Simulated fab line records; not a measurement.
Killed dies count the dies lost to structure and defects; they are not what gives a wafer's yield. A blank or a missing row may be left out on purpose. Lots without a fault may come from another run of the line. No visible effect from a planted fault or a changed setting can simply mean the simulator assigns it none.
Code-filled problem report in 8D (eight disciplines) form | flow sky130 | the parts of the form that need people (team, actions taken, sign-off) are left out

## 1. THE PROBLEM
Mean of rf_fwd_power_W at SKY_VIA4_ETCH_12: 1251 W across 6 wafers in 2 lots; on wafers with no fault it is 1490 W (standard deviation 5.1). Relative to the usual mean, that is a shift of -47 standard deviations.
The step: etches SiO2 in C4F8/O2/Ar, stops on TiN, target depth 580 nm.
First observed at day 47 11:12: wafer L592.1, on rie_diel-01. The record holds 41 wafers of 14 lots with a number at this step. By rule, "out" or "out of limits" means more than 4 standard deviations away from the usual mean. All remaining wafers that have a number are taken as sound.

## 2. WHAT IT IS, AND WHAT IT ISN'T
question                    | is                     | is not
which readings at this step | rf_fwd_power_W         | oes_product_au
which lots                  | L592, L593             | L575, L577, L581, L583, L584, L585, L586, L587, L590, L596, L597, L598
which wafers of those lots  | all that have a number | -
read on which tools         | rie_diel-01            | rie_diel-02, rie_diel-03
when                        | from day 47 11:12      | up to then (26 sound wafers); but 9 sound wafers of L596, L597, L598 came after

## 3. SUSPECTS, AND WHAT RULES EACH OUT
Counting: any tool at a process step up to the reading is kept as a suspect provided that every lot that is out went through it and no sound lot did after the first of them.
- rie_diel-01 at SKY_VIA4_ETCH_12 (etches SiO2 in C4F8/O2/Ar, stops on TiN, target depth 580 nm): kept. It ran every lot that is out, first L592 (day 47 11:12), and no sound lot after that; its last sound lot up to then is L584 (day 45 23:20). Out on those wafers are its own readings of rf_fwd_power_W.
Remaining after the count: rie_diel-01 at SKY_VIA4_ETCH_12.

## 4. THE CAUSE (what the simulator had put in)
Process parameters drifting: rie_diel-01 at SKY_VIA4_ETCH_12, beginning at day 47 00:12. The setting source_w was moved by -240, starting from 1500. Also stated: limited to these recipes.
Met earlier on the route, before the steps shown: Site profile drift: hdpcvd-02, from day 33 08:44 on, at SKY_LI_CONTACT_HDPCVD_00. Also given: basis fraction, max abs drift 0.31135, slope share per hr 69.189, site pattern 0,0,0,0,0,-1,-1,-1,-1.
After counting, this tool was the only one left.

## 5. THE CHAIN OF EFFECTS, in route order
Each row: a reading whose mean over the struck wafers that have a number lies more than 3 standard deviations from the usual. Only readings for which the record gives a usual standard deviation are gone through. hours: the time from each lot's start at the first step in this table that gives one to its start at this step, as a median over the lots. sigmas: the change in usual standard deviations.
hours | step             | reading        | usual  | on struck wafers | change | sigmas
0     | SKY_VIA4_ETCH_12 | rf_fwd_power_W | 1490 W | 1251             | -239   | -47
The process steps in it:
- SKY_VIA4_ETCH_12: etches SiO2 in C4F8/O2/Ar, stops on TiN, target depth 580 nm.

## 6. HOW IT WOULD HAVE BEEN CAUGHT EARLIER
The fault began at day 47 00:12; the first out-of-limits reading in this record came at day 47 11:12, 11 hours later.
